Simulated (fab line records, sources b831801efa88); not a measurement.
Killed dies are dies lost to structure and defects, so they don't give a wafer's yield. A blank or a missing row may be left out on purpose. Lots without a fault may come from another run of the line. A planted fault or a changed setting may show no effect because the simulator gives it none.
Which tool did it? | flow sky130 | 6 lots, 18 wafers sampled, at 3 steps of a route of 708

WHAT THE GAUGES READ, wafer by wafer
SKY_VT_ADJUST_LVTN_TW_MEAS_21.
lot  | measured     | on            | VT_ADJUST_LVTN_2_TW
L232 | day 8 00:34  | film_metro-04 | 189.0 189.7 190.4
L235 | day 8 21:09  | film_metro-03 | 186.2 187.0 187.3
L237 | day 9 14:19  | film_metro-03 | 186.9 187.7 187.2
L239 | day 9 23:45  | film_metro-02 | 190.3 190.1 190.2
L241 | day 10 13:01 | film_metro-04 | 190.2 190.1 190.3
L247 | day 12 06:10 | film_metro-02 | 30.5 30.3 30.4

WHICH TOOL RAN EACH LOT (tool, then ch and the chambers of the sampled wafers, then the start)
lot  | SKY_VT_ADJUST_LVTN_STRIP_09          | SKY_VT_ADJUST_LVTN_STRIP_20
L232 | plasma_asher-02 ch 0,1, day 7 04:20  | plasma_asher-04 ch 0,1, day 8 00:29
L235 | plasma_asher-02 ch 0,1, day 7 23:23  | plasma_asher-03 ch 0,1, day 8 21:02
L237 | plasma_asher-03 ch 0,1, day 8 16:08  | plasma_asher-04 ch 0,1, day 9 14:13
L239 | plasma_asher-03 ch 0, day 9 02:23    | plasma_asher-03 ch 0,1, day 9 23:38
L241 | plasma_asher-02 ch 0,1, day 9 14:34  | plasma_asher-03 ch 0,1, day 10 12:55
L247 | plasma_asher-02 ch 0,1, day 11 07:41 | plasma_asher-04 ch 0,1, day 12 06:04
- SKY_VT_ADJUST_LVTN_STRIP_09: strips in O2/N2.
- SKY_VT_ADJUST_LVTN_STRIP_20: strips in O2/N2.

THE ANSWER, worked out from the rows above alone
Rule: what is usual is taken from the lots themselves. Put in order of their means at a reading, lots are off if they are a third of the lots or fewer, leave a main group of 4 or more, and stand apart from it by a gap of 3 or more times the standard deviation of the main group's means; of several such gaps the widest counts. A main group whose means are all the same, to the digits that the tables above print for the reading, isn't used. A lot without any number at a reading at which 4 lots or more have one is off too. The other lots that the step has rows for count as sound.
Off: L247, at SKY_VT_ADJUST_LVTN_TW_MEAS_21 (VT_ADJUST_LVTN_2_TW). The main group: mean 188.8, standard deviation 1.5.
A tool fits if, at a process step before that reading, it ran every lot that is off, and no sound lot after the first of them. The gauges at SKY_VT_ADJUST_LVTN_TW_MEAS_21 are tried like those tools. Can't be told from this: 3 tools fit, plasma_asher-02 at SKY_VT_ADJUST_LVTN_STRIP_09, plasma_asher-04 at SKY_VT_ADJUST_LVTN_STRIP_20, film_metro-02 at SKY_VT_ADJUST_LVTN_TW_MEAS_21.

WHAT THE SIMULATOR HAD PUT IN
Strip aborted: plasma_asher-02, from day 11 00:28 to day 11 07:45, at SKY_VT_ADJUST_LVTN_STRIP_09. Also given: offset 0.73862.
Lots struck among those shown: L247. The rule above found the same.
